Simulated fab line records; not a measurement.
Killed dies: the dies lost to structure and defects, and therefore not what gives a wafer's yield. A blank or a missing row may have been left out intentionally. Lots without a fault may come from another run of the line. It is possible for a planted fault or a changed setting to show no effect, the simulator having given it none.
A lot that was struck, set against a sound lot | flow sky130 | 17 steps out of a route of 708
Sound: wafers L262.2, L262.4, L262.5. Wafers struck: L272.1, L272.2, L272.5. The cause is given at the end.
For every step that has rows: the tool of each side, followed by ch and its chambers, followed by its first start. Under that, the readings that differ: sound wafers | struck wafers | difference of the means | sigmas: that difference in standard deviations of wafers without a fault.
alike: a reading whose means differ by less than 2 such deviations, as well as words and numbers matching on both sides. not compared: withheld readings; readings where some wafer has no value; bounds like >300 that might hide an equal value; numbers whose values overlap and for which the record gives no deviation.
The two part at a step that has a row with sigmas, a row that says differs or no value, or rows on one side only. Numbers that don't overlap but have no deviation are shown without sigmas and don't part them. Lack of a reading on every wafer of one side parts them only where that side has two or more wafers.

SKY_VT_ADJUST_HVTP_OVL_MEAS_08:
  struck on overlay-01, day 10 00:20; sound on overlay-01, day 7 04:31
  alike: VT_ADJUST_HVTP_OVL
next, for these wafers, 1 step has no rows: SKY_VT_ADJUST_HVTP_IMPLANT_09.
SKY_VT_ADJUST_HVTP_STRIP_10: strips in O2/N2.
  sound on plasma asher-01 ch 0,1, day 7 04:41; struck on plasma asher-01 ch 0,1, day 10 00:31
  alike: drypump motor current A, oes product au, strip time to endpoint s
  not compared: rf hours counter h
SKY_VT_ADJUST_HVTP_TW_MEAS_11:
  struck on film metro-01, day 10 00:37; sound on film metro-04, day 7 04:48
  alike: VT_ADJUST_HVTP_TW
then, 7 steps without rows for these wafers: SKY_VT_ADJUST_LVTN_DEHYDRATE_00 (time 60 s); SKY_VT_ADJUST_LVTN_HMDS_01 (prime time 60 s); SKY_VT_ADJUST_LVTN_COAT_02 (resist thk 3000 nm); SKY_VT_ADJUST_LVTN_SOFTBAKE_03; SKY_VT_ADJUST_LVTN_EXPOSE_04 (exposes mask NWM COMPLEMENT LESS NATIVE, target cd 840 nm); SKY_VT_ADJUST_LVTN_PEB_05; SKY_VT_ADJUST_LVTN_DEVELOP_06 (develop time 60 s).
SKY_VT_ADJUST_LVTN_OVL_MEAS_07:
  struck on overlay-01, day 10 23:59; sound on overlay-02, day 8 00:11
  alike: VT_ADJUST_LVTN_OVL
SKY_VT_ADJUST_LVTN_IMPLANT_08:
  sound on implanter-01 ch 0, day 8 00:15; struck on implanter-03 ch 0, day 11 00:01
  alike: faraday current uA
SKY_VT_ADJUST_LVTN_STRIP_09: strips in O2/N2.
  sound on plasma asher-01 ch 0, day 8 00:22; struck on plasma asher-02 ch 0,1, day 11 00:10
  alike: drypump motor current A, oes product au, strip time to endpoint s
  not compared: rf hours counter h
SKY_VT_ADJUST_LVTN_TW_MEAS_10:
  struck on film metro-03, day 11 00:16; sound on film metro-01, day 8 00:29
  reading           | sound             | struck            | difference | sigmas
  VT_ADJUST_LVTN_TW | 237.4 237.9 237.5 | 229.5 231.8 231.8 | -6.6       | -5
then, 1 step without rows for these wafers: SKY_VT_ADJUST_LVTN_DEHYDRATE_11 (time 60 s).
-- the record jumps here: 39 days lie between the struck wafers' starts before and after (it left off in module VT_ADJUST_LVTN and takes up again in module PAD_OPEN, whose first step shown is number 708 of the route) --
SKY_PAD_OPEN_PROBE_99:
  struck on prober-02, day 49 13:16; sound on prober-02, day 46 19:29
  alike: killed_at_M0_to_M3, killed_at_M4_up, killed at contacts, killed at front end, killed at other, killed dies, killed open, killed short
  not compared: model.etest.nfet_01v8.drive ua um range, model.etest.nfet_01v8.vt v range

## WHERE THEY PART
SKY_VT_ADJUST_LVTN_TW_MEAS_10 only, going by this record. Later steps at which nothing parts them and some readings are alike: SKY_PAD_OPEN_PROBE_99.

WHY: what had been put in by the simulator
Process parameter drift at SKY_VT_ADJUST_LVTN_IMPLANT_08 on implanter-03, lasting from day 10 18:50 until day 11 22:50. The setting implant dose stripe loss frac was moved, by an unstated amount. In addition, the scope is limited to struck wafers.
